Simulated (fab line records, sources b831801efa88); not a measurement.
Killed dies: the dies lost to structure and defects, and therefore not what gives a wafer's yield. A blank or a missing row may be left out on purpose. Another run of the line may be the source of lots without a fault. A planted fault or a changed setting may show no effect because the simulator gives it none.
Which of the tools did it? / flow sky130 / 24 lots, 72 wafers sampled, at 4 steps of a route of 708

== WHAT EACH GAUGE READ, for each wafer ==
SKY_VIA2_CD_MEAS_12 targets a cd of 200 nm.
lot=L074; measured=day 36 03:55; on=cdSem-02; cdNm (nm)=201.3 201.9 201.9
lot=L077; measured=day 36 17:27; on=cdSem-01; cdNm (nm)=199.5 198.4 199.5
lot=L075; measured=day 36 19:07; on=cdSem-01; cdNm (nm)=201.2 199.4 200.3
lot=L076; measured=day 36 23:08; on=cdSem-02; cdNm (nm)=201.2 202.4 201.4
lot=L078; measured=day 37 04:04; on=cdSem-01; cdNm (nm)=199.4 198.3 198.8
lot=L079; measured=day 37 06:58; on=cdSem-02; cdNm (nm)=199.2 199.6 200.4
lot=L080; measured=day 38 01:00; on=cdSem-01; cdNm (nm)=200.9 200.8 200.9
lot=L081; measured=day 38 14:52; on=cdSem-01; cdNm (nm)=201.4 201.3 201.0
lot=L082; measured=day 38 17:22; on=cdSem-02; cdNm (nm)=199.1 199.5 198.8
lot=L083; measured=day 39 00:05; on=cdSem-02; cdNm (nm)=199.6 199.0 198.2
lot=L084; measured=day 39 12:25; on=cdSem-02; cdNm (nm)=200.3 199.2 198.3
lot=L085; measured=day 40 07:47; on=cdSem-02; cdNm (nm)=198.4 199.6 199.4
lot=L086; measured=day 40 11:49; on=cdSem-01; cdNm (nm)=195.7 197.9 198.5
lot=L087; measured=day 40 12:36; on=cdSem-01; cdNm (nm)=201.6 201.7 201.2
lot=L088; measured=day 40 16:40; on=cdSem-01; cdNm (nm)=199.8 199.3 197.4
lot=L089; measured=day 40 20:40; on=cdSem-02; cdNm (nm)=198.7 200.3 200.7
lot=L090; measured=day 41 06:38; on=cdSem-02; cdNm (nm)=199.0 198.4 200.0
lot=L091; measured=day 41 09:52; on=cdSem-02; cdNm (nm)=199.1 198.5 199.1
lot=L092; measured=day 41 14:09; on=cdSem-02; cdNm (nm)=201.7 200.5 201.7
lot=L093; measured=day 41 21:07; on=cdSem-02; cdNm (nm)=201.8 201.9 202.8
lot=L094; measured=day 42 13:06; on=cdSem-01; cdNm (nm)=200.1 200.4 199.0
lot=L095; measured=day 42 14:20; on=cdSem-01; cdNm (nm)=199.8 200.3 200.7
lot=L096; measured=day 42 20:36; on=cdSem-01; cdNm (nm)=201.8 200.7 200.2
lot=L097; measured=day 43 07:56; on=cdSem-01; cdNm (nm)=201.9 202.5 203.2

== WHICH TOOL RAN EACH LOT (tool, then ch and the chambers of the sampled wafers, then the start) ==
lot=L074; SKY_VIA1_ETCH_14=rieDiel-02 ch 1,2,3, day 33 18:37; SKY_VIA1_SPUTTER_20=pvdSputter-01, day 33 19:18; SKY_METAL2_DESCUM_17=rieMetal-04 ch 0,1, day 34 23:45
lot=L077; SKY_VIA1_ETCH_14=rieDiel-02 ch 0,1,3, day 34 07:59; SKY_VIA1_SPUTTER_20=pvdSputter-02, day 34 08:42; SKY_METAL2_DESCUM_17=rieMetal-01 ch 1, day 35 12:46
lot=L075; SKY_VIA1_ETCH_14=rieDiel-02 ch 0,1, day 34 10:45; SKY_VIA1_SPUTTER_20=pvdSputter-02, day 34 11:26; SKY_METAL2_DESCUM_17=rieMetal-01 ch 1, day 35 15:06
lot=L076; SKY_VIA1_ETCH_14=rieDiel-04 ch 0,1,3, day 34 14:22; SKY_VIA1_SPUTTER_20=pvdSputter-01, day 34 15:02; SKY_METAL2_DESCUM_17=rieMetal-04 ch 0,1, day 35 18:41
lot=L078; SKY_VIA1_ETCH_14=rieDiel-01 ch 1,3, day 34 19:22; SKY_VIA1_SPUTTER_20=pvdSputter-01, day 34 20:05; SKY_METAL2_DESCUM_17=rieMetal-01 ch 1, day 35 23:53
lot=L079; SKY_VIA1_ETCH_14=rieDiel-04 ch 0,2,3, day 34 22:28; SKY_VIA1_SPUTTER_20=pvdSputter-02, day 34 23:09; SKY_METAL2_DESCUM_17=rieMetal-03 ch 0,1, day 36 03:04
lot=L080; SKY_VIA1_ETCH_14=rieDiel-02 ch 1,2,3, day 35 15:48; SKY_VIA1_SPUTTER_20=pvdSputter-04, day 35 16:31; SKY_METAL2_DESCUM_17=rieMetal-03 ch 0,1, day 36 20:59
lot=L081; SKY_VIA1_ETCH_14=rieDiel-02 ch 0,1,3, day 36 06:23; SKY_VIA1_SPUTTER_20=pvdSputter-04, day 36 07:04; SKY_METAL2_DESCUM_17=rieMetal-04 ch 0,1, day 37 10:56
lot=L082; SKY_VIA1_ETCH_14=rieDiel-01 ch 0,2, day 36 08:22; SKY_VIA1_SPUTTER_20=pvdSputter-01, day 36 09:02; SKY_METAL2_DESCUM_17=rieMetal-03 ch 0,1, day 37 13:06
lot=L083; SKY_VIA1_ETCH_14=rieDiel-01 ch 0,1,2, day 36 15:14; SKY_VIA1_SPUTTER_20=pvdSputter-01, day 36 16:23; SKY_METAL2_DESCUM_17=rieMetal-04 ch 0,1, day 37 20:28
lot=L084; SKY_VIA1_ETCH_14=rieDiel-01 ch 0,3, day 37 03:11; SKY_VIA1_SPUTTER_20=pvdSputter-01, day 37 03:54; SKY_METAL2_DESCUM_17=rieMetal-01 ch 0,1, day 38 08:24
lot=L085; SKY_VIA1_ETCH_14=rieDiel-04 ch 1,2,3, day 38 00:37; SKY_VIA1_SPUTTER_20=pvdSputter-01, day 38 01:17; SKY_METAL2_DESCUM_17=rieMetal-03 ch 0,1, day 39 04:34
lot=L086; SKY_VIA1_ETCH_14=rieDiel-04 ch 0,1,2, day 38 04:59; SKY_VIA1_SPUTTER_20=pvdSputter-01, day 38 05:40; SKY_METAL2_DESCUM_17=rieMetal-01 ch 0,1, day 39 09:15
lot=L087; SKY_VIA1_ETCH_14=rieDiel-04 ch 0,2,3, day 38 05:39; SKY_VIA1_SPUTTER_20=pvdSputter-04, day 38 06:20; SKY_METAL2_DESCUM_17=rieMetal-03 ch 0,1, day 39 09:40
lot=L088; SKY_VIA1_ETCH_14=rieDiel-01 ch 1,3, day 38 10:19; SKY_VIA1_SPUTTER_20=pvdSputter-04, day 38 11:01; SKY_METAL2_DESCUM_17=rieMetal-01 ch 0, day 39 14:12
lot=L089; SKY_VIA1_ETCH_14=rieDiel-04 ch 0,1,3, day 38 15:43; SKY_VIA1_SPUTTER_20=pvdSputter-01, day 38 16:23; SKY_METAL2_DESCUM_17=rieMetal-04 ch 0,1, day 39 19:25
lot=L090; SKY_VIA1_ETCH_14=rieDiel-01 ch 1,2,3, day 39 03:28; SKY_VIA1_SPUTTER_20=pvdSputter-01, day 39 04:08; SKY_METAL2_DESCUM_17=rieMetal-04 ch 0,1, day 40 05:56
lot=L091; SKY_VIA1_ETCH_14=rieDiel-02 ch 2,3, day 39 06:18; SKY_VIA1_SPUTTER_20=pvdSputter-01, day 39 06:59; SKY_METAL2_DESCUM_17=rieMetal-04 ch 0,1, day 40 09:21
lot=L092; SKY_VIA1_ETCH_14=rieDiel-04 ch 0,1, day 39 09:54; SKY_VIA1_SPUTTER_20=pvdSputter-01, day 39 10:35; SKY_METAL2_DESCUM_17=rieMetal-03 ch 0,1, day 40 13:00
lot=L093; SKY_VIA1_ETCH_14=rieDiel-04 ch 1,3, day 39 18:00; SKY_VIA1_SPUTTER_20=pvdSputter-02, day 39 18:43; SKY_METAL2_DESCUM_17=rieMetal-04 ch 0, day 40 19:53
lot=L094; SKY_VIA1_ETCH_14=rieDiel-01 ch 0,2, day 40 10:48; SKY_VIA1_SPUTTER_20=pvdSputter-01, day 40 11:31; SKY_METAL2_DESCUM_17=rieMetal-03 ch 0,1, day 41 12:13
lot=L095; SKY_VIA1_ETCH_14=rieDiel-04 ch 0,1,3, day 40 11:47; SKY_VIA1_SPUTTER_20=pvdSputter-02, day 40 12:28; SKY_METAL2_DESCUM_17=rieMetal-01 ch 0, day 41 13:04
lot=L096; SKY_VIA1_ETCH_14=rieDiel-01 ch 0,1,2, day 40 18:19; SKY_VIA1_SPUTTER_20=pvdSputter-01, day 40 18:59; SKY_METAL2_DESCUM_17=rieMetal-04 ch 0,1, day 41 19:44
lot=L097; SKY_VIA1_ETCH_14=rieDiel-02 ch 0,1,3, day 41 06:10; SKY_VIA1_SPUTTER_20=pvdSputter-02, day 41 06:50; SKY_METAL2_DESCUM_17=rieMetal-01 ch 1, day 42 07:24
- SKY_VIA1_ETCH_14: etches BARC in N2/H2, stops on SiO2, time 45.9 s, target depth 60 nm.
- SKY_VIA1_SPUTTER_20: material TiN, target thk 20 nm, time 80 s.
- SKY_METAL2_DESCUM_17: chemistry O2, time 8 s.

== WHAT THE TOOLS THEMSELVES READ (means of the sampled wafers that have a number; where no wafer has one, the mark that the record gives instead) ==
SKY_VIA1_ETCH_14.
lot=L074; tool=rieDiel-02; drypumpMotorCurrentA (A)=5.7; oesProductAu (a.u.)=0.855; throttleValvePct (%)=13.228
lot=L077; tool=rieDiel-02; drypumpMotorCurrentA (A)=5.8; oesProductAu (a.u.)=0.850; throttleValvePct (%)=13.223
lot=L075; tool=rieDiel-02; drypumpMotorCurrentA (A)=5.7; oesProductAu (a.u.)=0.851; throttleValvePct (%)=13.225
lot=L076; tool=rieDiel-04; drypumpMotorCurrentA (A)=6.2; oesProductAu (a.u.)=0.857; throttleValvePct (%)=13.230
lot=L078; tool=rieDiel-01; drypumpMotorCurrentA (A)=5.4; oesProductAu (a.u.)=0.854; throttleValvePct (%)=13.229
lot=L079; tool=rieDiel-04; drypumpMotorCurrentA (A)=5.9; oesProductAu (a.u.)=0.859; throttleValvePct (%)=13.226
lot=L080; tool=rieDiel-02; drypumpMotorCurrentA (A)=5.7; oesProductAu (a.u.)=0.854; throttleValvePct (%)=13.224
lot=L081; tool=rieDiel-02; drypumpMotorCurrentA (A)=5.8; oesProductAu (a.u.)=0.856; throttleValvePct (%)=13.222
lot=L082; tool=rieDiel-01; drypumpMotorCurrentA (A)=6.3; oesProductAu (a.u.)=0.856; throttleValvePct (%)=13.231
lot=L083; tool=rieDiel-01; drypumpMotorCurrentA (A)=6.0; oesProductAu (a.u.)=0.855; throttleValvePct (%)=13.225
lot=L084; tool=rieDiel-01; drypumpMotorCurrentA (A)=6.2; oesProductAu (a.u.)=0.854; throttleValvePct (%)=13.225
lot=L085; tool=rieDiel-04; drypumpMotorCurrentA (A)=6.3; oesProductAu (a.u.)=0.856; throttleValvePct (%)=13.225
lot=L086; tool=rieDiel-04; drypumpMotorCurrentA (A)=6.2; oesProductAu (a.u.)=0.854; throttleValvePct (%)=13.230
lot=L087; tool=rieDiel-04; drypumpMotorCurrentA (A)=5.9; oesProductAu (a.u.)=0.855; throttleValvePct (%)=13.228
lot=L088; tool=rieDiel-01; drypumpMotorCurrentA (A)=5.4; oesProductAu (a.u.)=0.856; throttleValvePct (%)=13.231
lot=L089; tool=rieDiel-04; drypumpMotorCurrentA (A)=6.2; oesProductAu (a.u.)=0.855; throttleValvePct (%)=13.219
lot=L090; tool=rieDiel-01; drypumpMotorCurrentA (A)=5.7; oesProductAu (a.u.)=0.848; throttleValvePct (%)=13.226
lot=L091; tool=rieDiel-02; drypumpMotorCurrentA (A)=5.8; oesProductAu (a.u.)=0.856; throttleValvePct (%)=13.226
lot=L092; tool=rieDiel-04; drypumpMotorCurrentA (A)=6.2; oesProductAu (a.u.)=0.854; throttleValvePct (%)=13.226
lot=L093; tool=rieDiel-04; drypumpMotorCurrentA (A)=6.5; oesProductAu (a.u.)=0.857; throttleValvePct (%)=13.228
lot=L094; tool=rieDiel-01; drypumpMotorCurrentA (A)=6.5; oesProductAu (a.u.)=0.850; throttleValvePct (%)=13.225
lot=L095; tool=rieDiel-04; drypumpMotorCurrentA (A)=6.2; oesProductAu (a.u.)=0.858; throttleValvePct (%)=13.229
lot=L096; tool=rieDiel-01; drypumpMotorCurrentA (A)=6.0; oesProductAu (a.u.)=0.847; throttleValvePct (%)=13.225
lot=L097; tool=rieDiel-02; drypumpMotorCurrentA (A)=5.8; oesProductAu (a.u.)=0.857; throttleValvePct (%)=13.233

SKY_VIA1_SPUTTER_20.
lot=L074; tool=pvdSputter-01; cathodeDcPowerW (W)=4000.3; throttleValvePct (%)=29.8
lot=L077; tool=pvdSputter-02; cathodeDcPowerW (W)=3999.6; throttleValvePct (%)=30.3
lot=L075; tool=pvdSputter-02; cathodeDcPowerW (W)=4000.6; throttleValvePct (%)=30.6
lot=L076; tool=pvdSputter-01; cathodeDcPowerW (W)=3999.7; throttleValvePct (%)=29.8
lot=L078; tool=pvdSputter-01; cathodeDcPowerW (W)=3999.6; throttleValvePct (%)=29.6
lot=L079; tool=pvdSputter-02; cathodeDcPowerW (W)=4000.2; throttleValvePct (%)=30.9
lot=L080; tool=pvdSputter-04; cathodeDcPowerW (W)=4000.2; throttleValvePct (%)=29.1
lot=L081; tool=pvdSputter-04; cathodeDcPowerW (W)=4000.7; throttleValvePct (%)=29.6
lot=L082; tool=pvdSputter-01; cathodeDcPowerW (W)=3999.4; throttleValvePct (%)=29.7
lot=L083; tool=pvdSputter-01; cathodeDcPowerW (W)=4000.5; throttleValvePct (%)=29.8
lot=L084; tool=pvdSputter-01; cathodeDcPowerW (W)=3999.8; throttleValvePct (%)=29.7
lot=L085; tool=pvdSputter-01; cathodeDcPowerW (W)=3999.9; throttleValvePct (%)=29.8
lot=L086; tool=pvdSputter-01; cathodeDcPowerW (W)=4000.0; throttleValvePct (%)=29.6
lot=L087; tool=pvdSputter-04; cathodeDcPowerW (W)=4000.2; throttleValvePct (%)=29.4
lot=L088; tool=pvdSputter-04; cathodeDcPowerW (W)=4000.7; throttleValvePct (%)=29.3
lot=L089; tool=pvdSputter-01; cathodeDcPowerW (W)=3999.5; throttleValvePct (%)=29.5
lot=L090; tool=pvdSputter-01; cathodeDcPowerW (W)=4000.0; throttleValvePct (%)=29.8
lot=L091; tool=pvdSputter-01; cathodeDcPowerW (W)=3999.7; throttleValvePct (%)=29.4
lot=L092; tool=pvdSputter-01; cathodeDcPowerW (W)=3999.7; throttleValvePct (%)=29.6
lot=L093; tool=pvdSputter-02; cathodeDcPowerW (W)=4000.2; throttleValvePct (%)=30.2
lot=L094; tool=pvdSputter-01; cathodeDcPowerW (W)=4000.0; throttleValvePct (%)=29.4
lot=L095; tool=pvdSputter-02; cathodeDcPowerW (W)=4000.4; throttleValvePct (%)=30.1
lot=L096; tool=pvdSputter-01; cathodeDcPowerW (W)=3999.8; throttleValvePct (%)=29.7
lot=L097; tool=pvdSputter-02; cathodeDcPowerW (W)=4000.2; throttleValvePct (%)=30.6

SKY_METAL2_DESCUM_17.
lot=L074; tool=rieMetal-04; drypumpMotorCurrentA (A)=5.1; oesProductAu (a.u.)=0.999
lot=L077; tool=rieMetal-01; drypumpMotorCurrentA (A)=5.5; oesProductAu (a.u.)=0.982
lot=L075; tool=rieMetal-01; drypumpMotorCurrentA (A)=5.4; oesProductAu (a.u.)=0.996
lot=L076; tool=rieMetal-04; drypumpMotorCurrentA (A)=5.1; oesProductAu (a.u.)=0.995
lot=L078; tool=rieMetal-01; drypumpMotorCurrentA (A)=5.5; oesProductAu (a.u.)=0.991
lot=L079; tool=rieMetal-03; drypumpMotorCurrentA (A)=5.9; oesProductAu (a.u.)=1.009
lot=L080; tool=rieMetal-03; drypumpMotorCurrentA (A)=6.1; oesProductAu (a.u.)=1.003
lot=L081; tool=rieMetal-04; drypumpMotorCurrentA (A)=5.1; oesProductAu (a.u.)=0.999
lot=L082; tool=rieMetal-03; drypumpMotorCurrentA (A)=6.1; oesProductAu (a.u.)=0.997
lot=L083; tool=rieMetal-04; drypumpMotorCurrentA (A)=5.0; oesProductAu (a.u.)=1.002
lot=L084; tool=rieMetal-01; drypumpMotorCurrentA (A)=5.6; oesProductAu (a.u.)=0.993
lot=L085; tool=rieMetal-03; drypumpMotorCurrentA (A)=6.1; oesProductAu (a.u.)=1.004
lot=L086; tool=rieMetal-01; drypumpMotorCurrentA (A)=5.6; oesProductAu (a.u.)=0.989
lot=L087; tool=rieMetal-03; drypumpMotorCurrentA (A)=6.1; oesProductAu (a.u.)=0.997
lot=L088; tool=rieMetal-01; drypumpMotorCurrentA (A)=6.0; oesProductAu (a.u.)=0.993
lot=L089; tool=rieMetal-04; drypumpMotorCurrentA (A)=5.1; oesProductAu (a.u.)=0.998
lot=L090; tool=rieMetal-04; drypumpMotorCurrentA (A)=5.1; oesProductAu (a.u.)=1.003
lot=L091; tool=rieMetal-04; drypumpMotorCurrentA (A)=5.1; oesProductAu (a.u.)=0.999
lot=L092; tool=rieMetal-03; drypumpMotorCurrentA (A)=6.1; oesProductAu (a.u.)=1.001
lot=L093; tool=rieMetal-04; drypumpMotorCurrentA (A)=5.1; oesProductAu (a.u.)=0.993
lot=L094; tool=rieMetal-03; drypumpMotorCurrentA (A)=5.9; oesProductAu (a.u.)=1.004
lot=L095; tool=rieMetal-01; drypumpMotorCurrentA (A)=5.9; oesProductAu (a.u.)=0.985
lot=L096; tool=rieMetal-04; drypumpMotorCurrentA (A)=5.1; oesProductAu (a.u.)=0.994
lot=L097; tool=rieMetal-01; drypumpMotorCurrentA (A)=5.5; oesProductAu (a.u.)=1.005

== THE ANSWER, worked out from the rows above alone ==
Rule: usual is defined by the lots themselves. The widest of any qualifying gaps counts: lots, ordered by their means at a reading, are off when they make up no more than a third of the lots, leave a main group of 4 or more, and stand apart from it by 3 or more times the standard deviation of that group's means. A main group whose means are all the same, to the digits that the tables above print for the reading, isn't used. Also off: a lot with no number at a reading for which 4 or more lots have one. Where the step has rows for the other lots, those lots are counted as sound. First the gauges in route order, then the tools' own readings, where a lot's mean is used as printed above. At the first step where some lot is off, the reading lying furthest off is the one used; lots without a number count as furthest.
No lot is off at any reading shown: from this, nothing can be told.

== WHAT THE SIMULATOR HAD INSERTED ==
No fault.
